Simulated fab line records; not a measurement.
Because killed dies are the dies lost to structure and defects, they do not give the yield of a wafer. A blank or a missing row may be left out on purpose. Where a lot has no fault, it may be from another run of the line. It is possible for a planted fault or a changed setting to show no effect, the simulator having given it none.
A lot that was struck, set against a sound lot ; flow sky130 ; 21 steps out of a route of 708
Sound: the wafers L856.1, L856.3, L856.4. Wafers L869.1, L869.4, L869.5 were the ones struck. At the end, the cause is stated.
Order at every step that has rows: each side's tool, ch and its chambers, its first start. Under that, the readings that differ: sound wafers ; struck wafers ; difference of the means ; sigmas: that difference in standard deviations of wafers without a fault.
alike: words and numbers the same on both sides, and readings whose means are apart by under 2 such deviations; not compared: readings that were withheld, readings missing a value for some wafer, numbers with overlapping values and no deviation given by the record, and bounds like >300 which may hide the same value.
A row with sigmas, a row that says differs or no value, or rows on one side alone: a step with any of these is where the two part. Numbers that have no deviation but don't overlap get no sigmas and don't part them. A reading missing from all wafers of one side parts the sides only when that side holds two or more wafers.

first, 1 step without rows for these wafers: SKY_RES_XHIGH_IMPLANT_07.
SKY_RES_XHIGH_STRIP_08: strips in O2/N2.
  sound on plasma asher-01 ch 0,1, day 29 06:04; struck on plasma asher-01 ch 0,1, day 33 05:58
  alike: chamber pressure mTorr, drypump motor current A, oes product au, strip time to endpoint s
  not compared: rf hours counter h
SKY_RES_XHIGH_TW_MEAS_09:
  sound on film metro-02 at day 29 06:10; struck on film metro-02 at day 33 06:04
  alike: RES_XHIGH_TW
then, 7 steps without rows for these wafers: SKY_SD_N_DEHYDRATE_00 (time 60 s); SKY_SD_N_HMDS_01 (prime time 60 s); SKY_SD_N_COAT_02 (resist thk 1140 nm); SKY_SD_N_SOFTBAKE_03 (time 60 s); SKY_SD_N_EXPOSE_04 (exposes mask NSDM, target cd 380 nm); SKY_SD_N_PEB_05; SKY_SD_N_DEVELOP_06 (develop time 60 s).
SKY_SD_N_CD_MEAS_07: the cd target is 380 nm.
  sound on cd sem-01 at day 30 09:40; struck on cd sem-01 at day 34 08:23
  alike: cd nm
SKY_SD_N_OVL_MEAS_08:
  sound on overlay-01 at day 30 09:47; struck on overlay-02 at day 34 08:30
  alike: SD_N_OVL
SKY_SD_N_IMPLANT_09:
  sound on implanter-03 ch 0, day 30 09:49; struck on implanter-03 ch 0, day 34 08:32
following that, these wafers have no rows for 1 step: SKY_SD_N_IMPLANT_10.
SKY_SD_N_STRIP_11: strips in O2/N2.
  sound on plasma asher-03 ch 0,1, day 30 10:07; struck on plasma asher-04 ch 0,1, day 34 08:50
reading;sound;struck;difference;sigmas
strip time to endpoint s (s);22.54 22.58 22.56;22.37 22.37 22.38;-0.19;-5
  alike: chamber pressure mTorr, drypump motor current A, oes product au
  not compared: rf hours counter h
SKY_SD_N_TW_MEAS_12:
  sound on film metro-02 at day 30 10:13; struck on film metro-01 at day 34 08:56
  alike: SD_N_TW
then, 1 step without rows for these wafers: SKY_SD_N_CLEAN_13 (cleans in SC1/SC2, time 150 s).
SKY_SD_N_RTA_14: time 2 s.
  sound on rtp anneal-01 ch 0, day 30 10:20; struck on rtp anneal-02 ch 0, day 34 09:03
  alike: lamp power pct, wafer_temp_C_max
SKY_SD_N_RS_MEAS_16: measures by four-point-probe.
  sound on film metro-03 at day 30 10:30; struck on film metro-03 at day 34 09:13
reading;sound;struck;difference;sigmas
SD_N_RS (ohm/sq);68.53 68.59 68.55;68.92 69.00 69.01;+0.42;+4
SKY_SD_N_RS_MEAS_17: measures by four-point-probe.
  sound on film metro-03 at day 30 10:37; struck on film metro-03 at day 34 09:20
  alike: SD_P_RS
-- here the record skips 16 days between the struck wafers' starts before and after, leaving off in module SD_N and picking up in module PAD_OPEN (first step shown: number 708 of the route) --
SKY_PAD_OPEN_PROBE_99:
  sound on prober-02 at day 47 17:43; struck on prober-01 at day 50 09:16
reading;sound;struck;difference;sigmas
model.etest.res ndiff hv.rs ohm sq;114.4 114.2 113.5;117.4 117.7 117.7;+3.6;
model.etest.res ndiff.rs ohm sq;119.5 118.5 119.3;123.8 123.5 124;+4.7;
model.etest.res ndiff.rs ohm sq range;3.808 3.694 3.154;3.914 4.137 5.664;+1.020;
  alike: killed_at_M0_to_M3, killed_at_M4_up, killed at contacts, killed at front end, killed at other, killed dies, killed on rim, killed open, killed short

WHERE THEY PART
Last at SKY_SD_N_RS_MEAS_16 as far as this record goes, first at SKY_SD_N_STRIP_11. Later steps at which nothing parts them and some readings are alike: SKY_SD_N_RS_MEAS_17, SKY_PAD_OPEN_PROBE_99.

WHY: the cause the simulator had injected
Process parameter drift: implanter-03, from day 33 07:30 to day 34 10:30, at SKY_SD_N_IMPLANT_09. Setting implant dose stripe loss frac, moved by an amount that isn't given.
